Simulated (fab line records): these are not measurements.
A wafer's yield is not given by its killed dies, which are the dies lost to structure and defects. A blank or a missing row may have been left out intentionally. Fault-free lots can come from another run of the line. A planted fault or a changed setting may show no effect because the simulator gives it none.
Which tool was responsible? / flow gf180mcu / Sampling: 7 lots, 21 wafers, 2 of 602 route steps

== WHAT EACH GAUGE READ, for each wafer ==
GF_VT_IMPLANT_RS_MEAS_47: measurement is done with a four-point probe.
lot=L495; measured=day 8 04:04; on=filmMetro-03; NWELL_RS (ohm/sq)=487.8 488.3 486.9
lot=L497; measured=day 8 15:19; on=filmMetro-01; NWELL_RS (ohm/sq)=486.7 488.2 488.0
lot=L502; measured=day 10 04:37; on=filmMetro-03; NWELL_RS (ohm/sq)=487.2 486.2 486.4
lot=L504; measured=day 10 13:43; on=filmMetro-01; NWELL_RS (ohm/sq)=488.0 487.8 486.8
lot=L506; measured=day 11 07:34; on=filmMetro-03; NWELL_RS (ohm/sq)=488.5 489.4 489.5
lot=L512; measured=day 13 00:57; on=filmMetro-01; NWELL_RS (ohm/sq)=479.3 479.3 479.2
lot=L516; measured=day 14 03:35; on=filmMetro-01; NWELL_RS (ohm/sq)=486.5 486.3 486.1

== WHAT TOOL EACH LOT RAN ON (gives the tool, then ch and the chambers of the sampled wafers, and finally the start) ==
lot=L495; GF_NWELL_IMPLANT_08=implanter-02 ch 0, day 3 18:52
lot=L497; GF_NWELL_IMPLANT_08=implanter-03 ch 0, day 4 04:17
lot=L502; GF_NWELL_IMPLANT_08=implanter-03 ch 0, day 5 09:25
lot=L504; GF_NWELL_IMPLANT_08=implanter-01 ch 0, day 5 17:47
lot=L506; GF_NWELL_IMPLANT_08=implanter-03 ch 0, day 6 07:31
lot=L512; GF_NWELL_IMPLANT_08=implanter-02 ch 0, day 7 16:28
lot=L516; GF_NWELL_IMPLANT_08=implanter-03 ch 0, day 8 14:05
- GF_NWELL_IMPLANT_08

== THE ANSWER, worked out from the rows above alone ==
Rule: usual is defined by the lots themselves. The widest of any qualifying gaps counts: lots, ordered by their means at a reading, are off when they make up no more than a third of the lots, leave a main group of 4 or more, and stand apart from it by 3 or more times the standard deviation of that group's means. The tables above print the reading to a certain number of digits; a main group whose means all agree to those digits is not used. Also off: a lot with no number at a reading for which 4 or more lots have one. The other lots that the step has rows for count as sound.
Off: at GF_VT_IMPLANT_RS_MEAS_47 (NWELL_RS), L512. Main group: mean 487.5 ohm/sq, sd 0.91.
If a tool, at a process step before that reading, ran all the lots that are off and no sound lot after the first of them, it fits. Those tools and the gauges at GF_VT_IMPLANT_RS_MEAS_47 are tried in the same way. One candidate fits, namely implanter-02 at GF_NWELL_IMPLANT_08. A fault onset in the window from L495 (day 3 18:52, its last sound lot) to L512 (day 7 16:28, its first lot off) fits.

== WHAT THE SIMULATOR HAD INSERTED ==
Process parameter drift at GF_NWELL_IMPLANT_08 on implanter-02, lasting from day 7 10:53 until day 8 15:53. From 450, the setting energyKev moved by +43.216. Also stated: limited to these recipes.
Lots struck among those shown: L512. This agrees with what the rule above found.
